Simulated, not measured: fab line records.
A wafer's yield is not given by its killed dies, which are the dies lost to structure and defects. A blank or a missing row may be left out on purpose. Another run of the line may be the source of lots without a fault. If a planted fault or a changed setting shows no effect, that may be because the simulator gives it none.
fab line records | flow sfq-line
record: lots: 15 | wafers: 45 | last-day: 83
route steps=325 shown M3@120 A5B@210 M7@282
lots with no fault: from the same line, run without faults
start-h: hours from the record's first day to the start of the lot's first wafer shown | wait-h: hours from the lot's prior step to this one | " same as the row above | L1.1+2: several wafers, shown together as one row | - value missing, or start not given | * or withheld: withheld | < > ~ a bound
route shown NAME@n: NAME is a module with steps in the file, n the number in the route of the first one | usual: mean and standard deviation over wafers with no fault | same: alike in all rows | chamber/n: place in a boat | sites: the reading at each site | _std_site: the standard deviation of these | _edge_site: outer sites' mean less inner sites' | radius-mm: for every site, how far away it sits from the centre of the wafer | mask NAME#n: copy n | behind: the last tool/chamber to shape the wafer | hold: cause of the lot's hold/its duration in hours/its outcome | device: the transistor (n, p or np) that didn't switch | end of line: tests run on the same wafers once the route is complete | a step without rows: its recipe alone | killed: at the first sort, the dies lost to defects and structure; wafer yield is something else | map: the dies of a wafer, with x for killed, . for not killed, _ for no die there
set.NAME: the setting the step ran with; set.NAME@STEP: the setting that earlier step ran with | model.NAME: the simulator's own value behind a step, which no gauge read
steps of the route over a sample of lots; a table a step, a row a wafer
services: from which hour (start-h, from the record's first day; less than 0 if before it) a tool's chamber was out of use, for how many hours, and why
== steps ==
step: SFQ_M3_RS_MEAS_919
recipe: thk-meas-gauge: four-point-probe | reads: Nb_of_TRILAYER_M3_DEP_SPUTTER_073
usual: M3_NB_RS: 0.890/0.0092
lot.wafer | tool          | chamber | start-h | wait-h | M3_NB_RS[ohm/sq]
L801.2    | film-metro-04 | -       | 610.93  | 0.1    | 0.888
L801.4    | "             | -       | "       | "      | 0.888
L801.5    | "             | -       | "       | "      | 0.888
L803.3    | film-metro-03 | -       | 632.72  | 0.1    | 0.901
L803.4    | "             | -       | "       | "      | 0.902
L803.5    | "             | -       | "       | "      | 0.907
L804.1    | film-metro-02 | -       | 644.88  | 0.0    | 0.885
L804.3    | "             | -       | "       | "      | 0.886
L804.4    | "             | -       | "       | "      | 0.882
L806.1    | film-metro-04 | -       | 660.10  | 0.0    | 0.882
L806.2    | "             | -       | "       | "      | 0.895
L806.5    | "             | -       | "       | "      | 0.892
L807.2    | film-metro-02 | -       | 675.86  | 0.1    | 0.883
L807.3    | "             | -       | "       | "      | 0.885
L807.4    | "             | -       | "       | "      | 0.892
L808.4    | film-metro-03 | -       | 687.90  | 0.1    | 0.887
L808.5    | "             | -       | "       | "      | 0.887
L808.6    | "             | -       | "       | "      | 0.890
L811.3    | film-metro-03 | -       | 718.60  | 0.1    | 0.892
L811.4    | "             | -       | "       | "      | 0.910
L811.5    | "             | -       | "       | "      | 0.895
L812.2    | film-metro-02 | -       | 735.38  | 0.1    | 0.876
L812.3    | "             | -       | "       | "      | 0.871
L812.5    | "             | -       | "       | "      | 0.880
L813.2    | film-metro-04 | -       | 736.58  | 0.1    | 0.881
L813.3    | "             | -       | "       | "      | 0.885
L813.5    | "             | -       | "       | "      | 0.882
L815.1    | film-metro-04 | -       | 752.28  | 0.0    | 0.896
L815.4    | "             | -       | "       | "      | 0.893
L815.6    | "             | -       | "       | "      | 0.892
L818.3    | film-metro-04 | -       | 771.56  | 0.1    | 0.885
L818.5    | "             | -       | "       | "      | 0.875
L818.6    | "             | -       | "       | "      | 0.890
L819.1    | film-metro-02 | -       | 782.28  | 0.0    | 0.878
L819.3    | "             | -       | "       | "      | 0.887
L819.4    | "             | -       | "       | "      | 0.888
L820.2    | film-metro-02 | -       | 788.34  | 0.1    | 0.883
L820.3    | "             | -       | "       | "      | 0.883
L820.4    | "             | -       | "       | "      | 0.892
L822.2    | film-metro-03 | -       | 812.12  | 0.1    | 0.896
L822.4    | "             | -       | "       | "      | 0.897
L822.5    | "             | -       | "       | "      | 0.900
L824.1    | film-metro-03 | -       | 816.88  | 0.0    | 0.893
L824.3    | "             | -       | "       | "      | 0.907
L824.5    | "             | -       | "       | "      | 0.898
step: SFQ_TRILAYER_A5B_CMP_CMP_130
recipe: stop-on: Nb | down-force-psi: 3 | platen-rpm: 60 | target-thk-nm: 340.7
usual: motor-current-A: 9.3/0.63
lot.wafer | tool   | chamber | start-h | wait-h | motor-current-A
L801.4    | cmp-02 | 1       | 1115.27 | 4.2    | 10.4
L801.2    | "      | 2       | "       | "      | 8.9
L801.5    | "      | 0       | 1116.77 | 5.7    | 9.1
L803.3    | cmp-02 | 3       | 1241.37 | 1.1    | 8.8
L803.4    | "      | 0       | "       | "      | 8.8
L803.5    | "      | 3       | 1243.37 | 3.1    | 8.8
L804.4    | cmp-02 | 0       | 1244.37 | 0.9    | 9.2
L804.3    | "      | 1       | "       | "      | 9.5
L804.1    | "      | 2       | "       | "      | 8.7
L806.1    | cmp-02 | 0       | 1266.01 | 3.0    | 8.9
L806.2    | "      | 1       | "       | "      | 9.5
L806.5    | "      | 3       | 1267.51 | 4.5    | 8.8
L807.2    | cmp-02 | 2       | 1280.37 | 0.5    | 8.7
L807.4    | "      | 3       | "       | "      | 8.7
L807.3    | "      | 0       | "       | "      | 9.1
L808.4    | cmp-02 | 1       | 1296.45 | 1.0    | 9.7
L808.6    | "      | 3       | 1297.45 | 2.0    | 8.7
L808.5    | "      | 0       | "       | "      | 8.8
L811.4    | cmp-01 | 0       | 1333.07 | 4.8    | 8.7
L811.3    | "      | 2       | 1334.07 | 5.8    | 10.2
L811.5    | "      | 3       | "       | "      | 10.0
L812.2    | cmp-01 | 3       | 1351.07 | 10.6   | 10.5
L812.3    | "      | 0       | "       | "      | 8.7
L812.5    | "      | 2       | 1352.57 | 12.1   | 9.7
L813.2    | cmp-02 | 1       | 1353.06 | 9.0    | 10.2
L813.3    | "      | 3       | 1354.06 | 10.0   | 8.5
L813.5    | "      | 1       | 1355.06 | 11.0   | 9.9
L815.1    | cmp-01 | 1       | 1375.36 | 14.4   | 9.7
L815.4    | "      | 3       | 1376.36 | 15.4   | 10.8
L815.6    | "      | 0       | "       | "      | 8.7
L818.3    | cmp-01 | 1       | 1386.86 | 18.1   | 9.3
L818.6    | "      | 1       | 1388.86 | 20.0   | 9.5
L818.5    | "      | 2       | "       | "      | 9.6
L819.3    | cmp-01 | 0       | 1392.86 | 15.9   | 8.6
L819.4    | "      | 2       | 1393.86 | 16.8   | 9.6
L819.1    | "      | 3       | "       | "      | 10.9
L820.4    | cmp-02 | 1       | 1401.26 | 15.8   | 9.9
L820.2    | "      | 2       | "       | "      | 8.7
L820.3    | "      | 3       | "       | "      | 8.9
L822.2    | cmp-02 | 1       | 1407.76 | 12.8   | 9.7
L822.4    | "      | 3       | 1408.76 | 13.7   | 9.0
L822.5    | "      | 1       | 1409.76 | 14.7   | 9.4
L824.3    | cmp-02 | 1       | 1410.26 | 8.0    | 9.7
L824.1    | "      | 3       | 1411.26 | 9.0    | 8.8
L824.5    | "      | 2       | 1412.76 | 10.5   | 8.5
step: SFQ_TRILAYER_M7_DEP_SPUTTER_175
recipe: material: Nb | base-pressure-pa: 1.33e-06 | chamber-pressure-pa: 0.1333 | substrate-temp-c: 20 | target-thk-nm: 200 | power-w: 2000 | time-s: 133.3
usual: chamber-pressure-pa: 0.13329/0.00027 | throttle-valve-pct: 29.9/0.92
lot.wafer | tool           | chamber | start-h | wait-h | chamber-pressure-pa | throttle-valve-pct
L801.2    | pvd-sputter-04 | -       | 1606.23 | 0.0    | 0.13288             | 30.8
L801.4    | "              | -       | "       | "      | 0.13296             | 30.9
L801.5    | "              | -       | "       | "      | 0.13322             | 31.0
L803.3    | pvd-sputter-03 | -       | 1613.43 | 0.0    | 0.13329             | 30.3
L803.4    | "              | -       | "       | "      | 0.13364             | 30.4
L803.5    | "              | -       | "       | "      | 0.13289             | 29.9
L804.1    | pvd-sputter-05 | -       | 1623.03 | 0.0    | 0.13316             | 30.1
L804.3    | "              | -       | "       | "      | 0.13318             | 30.1
L804.4    | "              | -       | "       | "      | 0.13311             | 29.6
L806.1    | pvd-sputter-05 | -       | 1638.71 | 0.0    | 0.13357             | 29.7
L806.2    | "              | -       | "       | "      | 0.13327             | 30.2
L806.5    | "              | -       | "       | "      | 0.13338             | 30.3
L807.2    | pvd-sputter-04 | -       | 1648.83 | 0.0    | 0.13313             | 28.2
L807.3    | "              | -       | "       | "      | 0.13262             | 30.8
L807.4    | "              | -       | "       | "      | 0.13307             | 30.6
L808.4    | pvd-sputter-04 | -       | 1669.38 | 0.0    | 0.1332              | 28.2
L808.5    | "              | -       | "       | "      | 0.1332              | 30.6
L808.6    | "              | -       | "       | "      | 0.13326             | 30.9
L811.3    | pvd-sputter-03 | -       | 1694.57 | 0.0    | 0.1331              | 29.9
L811.4    | "              | -       | "       | "      | 0.13327             | 30.4
L811.5    | "              | -       | "       | "      | 0.13344             | 30.5
L812.2    | pvd-sputter-04 | -       | 1846.08 | 0.0    | 0.13385             | 28.5
L812.3    | "              | -       | "       | "      | 0.13327             | 30.5
L812.5    | "              | -       | "       | "      | 0.1328              | 30.8
L813.2    | pvd-sputter-05 | -       | 1862.88 | 0.0    | 0.13362             | 29.9
L813.3    | "              | -       | "       | "      | 0.13334             | 30.6
L813.5    | "              | -       | "       | "      | 0.13358             | 29.5
L815.1    | pvd-sputter-03 | -       | 1870.08 | 0.0    | 0.13319             | 30.2
L815.4    | "              | -       | "       | "      | 0.13377             | 29.1
L815.6    | "              | -       | "       | "      | 0.13317             | 29.5
L815.1    | pvd-sputter-03 | -       | 1870.34 | 0.2    | 0.13363             | 30.7
L815.4    | "              | -       | "       | "      | 0.1334              | 28.9
L815.6    | "              | -       | "       | "      | 0.13308             | 29.8
L818.3    | pvd-sputter-04 | -       | 1877.28 | 0.0    | 0.13356             | 30.9
L818.5    | "              | -       | "       | "      | 0.13282             | 28.4
L818.6    | "              | -       | "       | "      | 0.13375             | 30.8
L818.3    | pvd-sputter-04 | -       | 1877.54 | 0.2    | 0.1336              | 30.8
L818.5    | "              | -       | "       | "      | 0.13321             | 28.2
L818.6    | "              | -       | "       | "      | 0.13371             | 30.6
L819.1    | pvd-sputter-05 | -       | 1883.28 | 0.0    | 0.1331              | 30.3
L819.3    | "              | -       | "       | "      | 0.13315             | 28.3
L819.4    | "              | -       | "       | "      | 0.13346             | 29.8
L819.1    | pvd-sputter-05 | -       | 1883.54 | 0.2    | 0.1332              | 30.5
L819.3    | "              | -       | "       | "      | 0.13366             | 28.4
L819.4    | "              | -       | "       | "      | 0.13343             | 29.8
L820.2    | pvd-sputter-04 | -       | 1893.09 | 0.0    | 0.13324             | 28.1
L820.3    | "              | -       | "       | "      | 0.133               | 31.1
L820.4    | "              | -       | "       | "      | 0.13331             | 30.7
L822.2    | pvd-sputter-04 | -       | 1898.04 | 0.0    | 0.13349             | 30.8
L822.4    | "              | -       | "       | "      | 0.13294             | 30.7
L822.5    | "              | -       | "       | "      | 0.1338              | 28.5
L824.1    | pvd-sputter-03 | -       | 1900.44 | 0.0    | 0.13297             | 28.8
L824.3    | "              | -       | "       | "      | 0.13328             | 29.6
L824.5    | "              | -       | "       | "      | 0.1334              | 29.6
step: SFQ_M7_RS_MEAS_943
recipe: thk-meas-gauge: four-point-probe | reads: Nb_of_TRILAYER_M7_DEP_SPUTTER_175
usual: M7_NB_RS: 0.894/0.0075
lot.wafer | tool          | chamber | start-h | wait-h | M7_NB_RS[ohm/sq]
L801.2    | film-metro-02 | -       | 1606.34 | 0.1    | 0.890
L801.4    | "             | -       | "       | "      | 0.903
L801.5    | "             | -       | "       | "      | 0.903
L803.3    | film-metro-01 | -       | 1613.56 | 0.1    | 0.900
L803.4    | "             | -       | "       | "      | 0.906
L803.5    | "             | -       | "       | "      | 0.898
L804.1    | film-metro-03 | -       | 1623.12 | 0.0    | 0.904
L804.3    | "             | -       | "       | "      | 0.892
L804.4    | "             | -       | "       | "      | 0.897
L806.1    | film-metro-02 | -       | 1638.80 | 0.0    | 0.896
L806.2    | "             | -       | "       | "      | 0.888
L806.5    | "             | -       | "       | "      | 0.884
L807.2    | film-metro-02 | -       | 1648.94 | 0.1    | 0.887
L807.3    | "             | -       | "       | "      | 0.892
L807.4    | "             | -       | "       | "      | 0.899
L808.4    | film-metro-03 | -       | 1669.53 | 0.1    | 0.888
L808.5    | "             | -       | "       | "      | 0.881
L808.6    | "             | -       | "       | "      | 0.888
L811.3    | film-metro-01 | -       | 1694.70 | 0.1    | 0.895
L811.4    | "             | -       | "       | "      | 0.902
L811.5    | "             | -       | "       | "      | 0.906
L812.2    | film-metro-03 | -       | 1846.20 | 0.1    | 0.895
L812.3    | "             | -       | "       | "      | 0.894
L812.5    | "             | -       | "       | "      | 0.892
L813.2    | film-metro-01 | -       | 1863.00 | 0.1    | 0.899
L813.3    | "             | -       | "       | "      | 0.890
L813.5    | "             | -       | "       | "      | 0.902
L815.1    | film-metro-01 | -       | 1870.43 | 0.0    | 0.441
L815.4    | "             | -       | "       | "      | 0.441
L815.6    | "             | -       | "       | "      | 0.443
L818.3    | film-metro-02 | -       | 1877.67 | 0.1    | 0.443
L818.5    | "             | -       | "       | "      | 0.442
L818.6    | "             | -       | "       | "      | 0.441
L819.1    | film-metro-03 | -       | 1883.63 | 0.0    | 0.445
L819.3    | "             | -       | "       | "      | 0.447
L819.4    | "             | -       | "       | "      | 0.447
L820.2    | film-metro-02 | -       | 1893.20 | 0.1    | 0.902
L820.3    | "             | -       | "       | "      | 0.900
L820.4    | "             | -       | "       | "      | 0.895
L822.2    | film-metro-03 | -       | 1898.15 | 0.1    | 0.893
L822.4    | "             | -       | "       | "      | 0.899
L822.5    | "             | -       | "       | "      | 0.889
L824.1    | film-metro-03 | -       | 1900.53 | 0.0    | 0.900
L824.3    | "             | -       | "       | "      | 0.892
L824.5    | "             | -       | "       | "      | 0.892
step: SFQ_TRILAYER_M7_ETCH_METAL_ETCH_180
recipe: target: Nb | stop-on: SiO2 | mask-material: PR | chemistry: Cl2/Ar | target-depth-nm: 240 | icp-w: 600 | bias-w: 80 | pressure-mtorr: 10 | time-s: 120
usual: drypump-motor-current-A: 5.33/0.26 | oes-product-au: 0.892/0.0066
lot.wafer | tool         | chamber | start-h | wait-h | drypump-motor-current-A | oes-product-au | rf-hours-counter-h
L801.2    | rie-metal-01 | 1       | 1609.06 | 0.0    | 5.61                    | 0.899          | 105
L801.4    | "            | 0       | "       | "      | 5.19                    | 0.882          | -
L801.5    | "            | 1       | "       | "      | 5.60                    | 0.884          | -
L803.3    | rie-metal-02 | 1       | 1617.29 | 0.1    | 5.29                    | 0.891          | -
L803.4    | "            | 0       | "       | "      | 5.29                    | 0.887          | -
L803.5    | "            | 1       | "       | "      | 5.26                    | 0.897          | -
L804.1    | rie-metal-01 | 0       | 1625.65 | 0.0    | 5.19                    | 0.874          | 128
L804.3    | "            | 0       | "       | "      | 5.21                    | 0.886          | -
L804.4    | "            | 1       | "       | "      | 5.61                    | 0.887          | -
L806.1    | rie-metal-02 | 1       | 1646.05 | 0.0    | 5.26                    | 0.892          | 11
L806.2    | "            | 0       | "       | "      | 5.30                    | 0.901          | 114
L806.5    | "            | 1       | "       | "      | 5.24                    | 0.897          | -
L807.2    | rie-metal-02 | 0       | 1655.20 | 0.0    | 5.29                    | 0.890          | 116
L807.3    | "            | 0       | "       | "      | 5.30                    | 0.895          | -
L807.4    | "            | 1       | "       | "      | 5.29                    | 0.880          | -
L808.4    | rie-metal-02 | 1       | 1673.58 | 0.1    | 5.27                    | 0.890          | -
L808.5    | "            | 1       | "       | "      | 5.25                    | 0.910          | -
L808.6    | "            | 0       | "       | "      | 5.27                    | 0.896          | -
L811.3    | rie-metal-02 | 0       | 1697.29 | 0.1    | 5.28                    | 0.889          | -
L811.4    | "            | 1       | "       | "      | 5.29                    | 0.885          | -
L811.5    | "            | 1       | "       | "      | 5.26                    | 0.888          | -
L812.2    | rie-metal-02 | 0       | 1852.16 | 0.0    | 5.31                    | 0.890          | 5
L812.3    | "            | 1       | "       | "      | 5.26                    | 0.886          | -
L812.5    | "            | 0       | "       | "      | 5.28                    | 0.894          | -
L813.2    | rie-metal-01 | 1       | 1865.50 | 0.0    | 5.62                    | 0.882          | 4
L813.3    | "            | 1       | "       | "      | 5.63                    | 0.893          | -
L813.5    | "            | 1       | "       | "      | 5.62                    | 0.889          | -
L815.1    | rie-metal-02 | 1       | 1872.96 | 0.0    | 5.23                    | 0.996          | 45
L815.4    | "            | 0       | "       | "      | 5.30                    | 0.988          | -
L815.6    | "            | 1       | "       | "      | 5.25                    | 0.998          | -
L818.3    | rie-metal-01 | 1       | 1881.14 | 0.1    | 5.61                    | 1.000          | -
L818.5    | "            | 1       | "       | "      | 5.63                    | 1.003          | -
L818.6    | "            | 0       | "       | "      | 5.21                    | 1.001          | -
L819.1    | rie-metal-01 | 0       | 1886.34 | 0.0    | 5.19                    | 1.019          | 22
L819.3    | "            | 1       | "       | "      | 5.63                    | 0.997          | -
L819.4    | "            | 0       | "       | "      | 5.18                    | 1.001          | -
L820.2    | rie-metal-01 | 0       | 1899.29 | 0.0    | 5.20                    | 0.882          | 24
L820.3    | "            | 1       | "       | "      | 5.60                    | 0.893          | -
L820.4    | "            | 0       | "       | "      | 5.20                    | 0.893          | -
L822.2    | rie-metal-01 | 1       | 1904.09 | 0.0    | 5.62                    | 0.900          | 11
L822.4    | "            | 1       | "       | "      | 5.62                    | 0.884          | -
L822.5    | "            | 1       | "       | "      | 5.62                    | 0.890          | -
L824.1    | rie-metal-01 | 0       | 1906.49 | 0.0    | 5.18                    | 0.895          | 26
L824.3    | "            | 1       | "       | "      | 5.61                    | 0.883          | -
L824.5    | "            | 1       | "       | "      | 5.62                    | 0.894          | -
step: SFQ_TRILAYER_M7_STRIP_STRIP_181
recipe: gas: O2 | power-w: 200 | platen-temp-c: 40 | overash-fraction: 0.65 | chemistry: O2 | pressure-mtorr: 50
usual: drypump-motor-current-A: 5.33/0.26 | oes-product-au: 1.002/0.0075
lot.wafer | tool         | chamber | start-h | wait-h | drypump-motor-current-A | oes-product-au | rf-hours-counter-h
L801.2    | rie-metal-01 | 1       | 1609.19 | 0.1    | 5.59                    | 1.000          | 105
L801.4    | "            | 0       | "       | "      | 5.21                    | 0.999          | -
L801.5    | "            | 1       | "       | "      | 5.61                    | 1.006          | -
L803.3    | rie-metal-02 | 1       | 1617.58 | 0.2    | 5.28                    | 0.995          | -
L803.4    | "            | 0       | "       | "      | 5.29                    | 1.003          | -
L803.5    | "            | 1       | "       | "      | 5.25                    | 1.002          | -
L804.1    | rie-metal-01 | 0       | 1625.78 | 0.1    | 5.17                    | 1.006          | 128
L804.3    | "            | 0       | "       | "      | 5.20                    | 1.006          | -
L804.4    | "            | 1       | "       | "      | 5.61                    | 1.009          | -
L806.1    | rie-metal-02 | 1       | 1646.18 | 0.1    | 5.26                    | 0.996          | 11
L806.2    | "            | 0       | "       | "      | 5.29                    | 1.000          | 114
L806.5    | "            | 1       | "       | "      | 5.26                    | 1.000          | -
L807.2    | rie-metal-02 | 0       | 1655.33 | 0.1    | 5.28                    | 1.000          | 116
L807.3    | "            | 0       | "       | "      | 5.28                    | 0.993          | -
L807.4    | "            | 1       | "       | "      | 5.24                    | 0.988          | -
L808.4    | rie-metal-02 | 1       | 1673.86 | 0.2    | 5.24                    | 1.000          | -
L808.5    | "            | 1       | "       | "      | 5.27                    | 0.994          | -
L808.6    | "            | 0       | "       | "      | 5.29                    | 1.006          | -
L811.3    | rie-metal-02 | 0       | 1697.57 | 0.2    | 5.27                    | 1.007          | -
L811.4    | "            | 1       | "       | "      | 5.29                    | 0.996          | -
L811.5    | "            | 1       | "       | "      | 5.26                    | 0.997          | -
L812.2    | rie-metal-02 | 0       | 1852.29 | 0.1    | 5.28                    | 1.005          | 5
L812.3    | "            | 1       | "       | "      | 5.27                    | 1.005          | -
L812.5    | "            | 0       | "       | "      | 5.29                    | 1.001          | -
L813.2    | rie-metal-01 | 1       | 1865.63 | 0.1    | 5.61                    | 0.994          | 4
L813.3    | "            | 1       | "       | "      | 5.63                    | 0.996          | -
L813.5    | "            | 1       | "       | "      | 5.63                    | 1.000          | -
L815.1    | rie-metal-02 | 1       | 1873.08 | 0.1    | 5.28                    | 1.003          | 45
L815.4    | "            | 0       | "       | "      | 5.28                    | 0.999          | -
L815.6    | "            | 1       | "       | "      | 5.27                    | 0.998          | -
L818.3    | rie-metal-01 | 1       | 1881.43 | 0.2    | 5.60                    | 1.004          | -
L818.5    | "            | 1       | "       | "      | 5.62                    | 0.998          | -
L818.6    | "            | 0       | "       | "      | 5.19                    | 1.002          | -
L819.1    | rie-metal-01 | 0       | 1886.47 | 0.1    | 5.20                    | 0.993          | 22
L819.3    | "            | 1       | "       | "      | 5.62                    | 0.999          | -
L819.4    | "            | 0       | "       | "      | 5.19                    | 0.997          | -
L820.2    | rie-metal-01 | 0       | 1899.41 | 0.1    | 5.19                    | 1.003          | 24
L820.3    | "            | 1       | "       | "      | 5.61                    | 0.997          | -
L820.4    | "            | 0       | "       | "      | 5.18                    | 1.001          | -
L822.2    | rie-metal-01 | 1       | 1904.21 | 0.1    | 5.61                    | 0.997          | 11
L822.4    | "            | 1       | "       | "      | 5.60                    | 0.993          | -
L822.5    | "            | 1       | "       | "      | 5.60                    | 0.993          | -
L824.1    | rie-metal-01 | 0       | 1906.61 | 0.1    | 5.18                    | 0.999          | 26
L824.3    | "            | 1       | "       | "      | 5.61                    | 1.013          | -
L824.5    | "            | 1       | "       | "      | 5.63                    | 1.009          | -
== services ==
tool           | chamber | start-h | hours | kind
rie-metal-02   | -       | 1097.85 | 1.4   | pm
cmp-02         | -       | 1109.16 | 5.1   | pm
rie-metal-01   | -       | 1113.81 | 1.4   | pm
pvd-sputter-04 | -       | 1115.49 | 22.1  | repair
pvd-sputter-04 | -       | 1126.03 | 1.7   | repair
cmp-02         | -       | 1162.64 | 1.7   | repair
cmp-02         | -       | 1215.09 | 2.5   | repair
cmp-02         | -       | 1261.51 | 4.0   | pm
cmp-02         | -       | 1346.21 | 3.3   | repair
rie-metal-02   | 0       | 1347.03 | 1.9   | repair
rie-metal-02   | 1       | 1369.94 | 8.0   | repair
cmp-02         | -       | 1379.56 | 6.7   | pm
rie-metal-01   | -       | 1385.74 | 0.7   | repair
rie-metal-01   | -       | 1451.33 | 2.8   | pm
cmp-02         | -       | 1477.42 | 5.4   | pm
cmp-02         | -       | 1485.33 | 2.3   | repair
cmp-02         | -       | 1552.31 | 1.8   | repair
cmp-02         | -       | 1579.76 | 0.3   | repair
cmp-02         | -       | 1601.51 | 4.0   | pm
cmp-02         | -       | 1613.04 | 12.0  | pm
rie-metal-02   | -       | 1635.51 | 0.7   | repair
rie-metal-01   | 1       | 1636.51 | 52.3  | repair
rie-metal-02   | -       | 1706.04 | 2.8   | pm
cmp-02         | -       | 1846.12 | 4.8   | pm
== key ==
first-sign: step: SFQ_TRILAYER_M7_DEP_SPUTTER_175 | reading: visit | direction: added
effect: step: SFQ_M7_RS_MEAS_943 | reading: M7_NB_RS | direction: down | sigmas: 60 | usual: 0.894 | struck: 0.443
effect: step: SFQ_TRILAYER_M7_ETCH_METAL_ETCH_180 | reading: oes-product-au | direction: up | sigmas: 17 | usual: 0.892 | struck: 1.000
met-at SFQ_TRILAYER_M7_DEP_SPUTTER_175
struck-lots L815,L818,L819
not-acting-at SFQ_M3_RS_MEAS_919,SFQ_TRILAYER_A5B_CMP_CMP_130,SFQ_TRILAYER_M7_STRIP_STRIP_181
fault: kind: repeated-step-whole | tool: pvd-sputter-03,pvd-sputter-04,pvd-sputter-05 | chamber: - | onset-h: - | steps: SFQ_TRILAYER_M7_DEP_SPUTTER_175 | times: 1 | scope: struck-lots-only
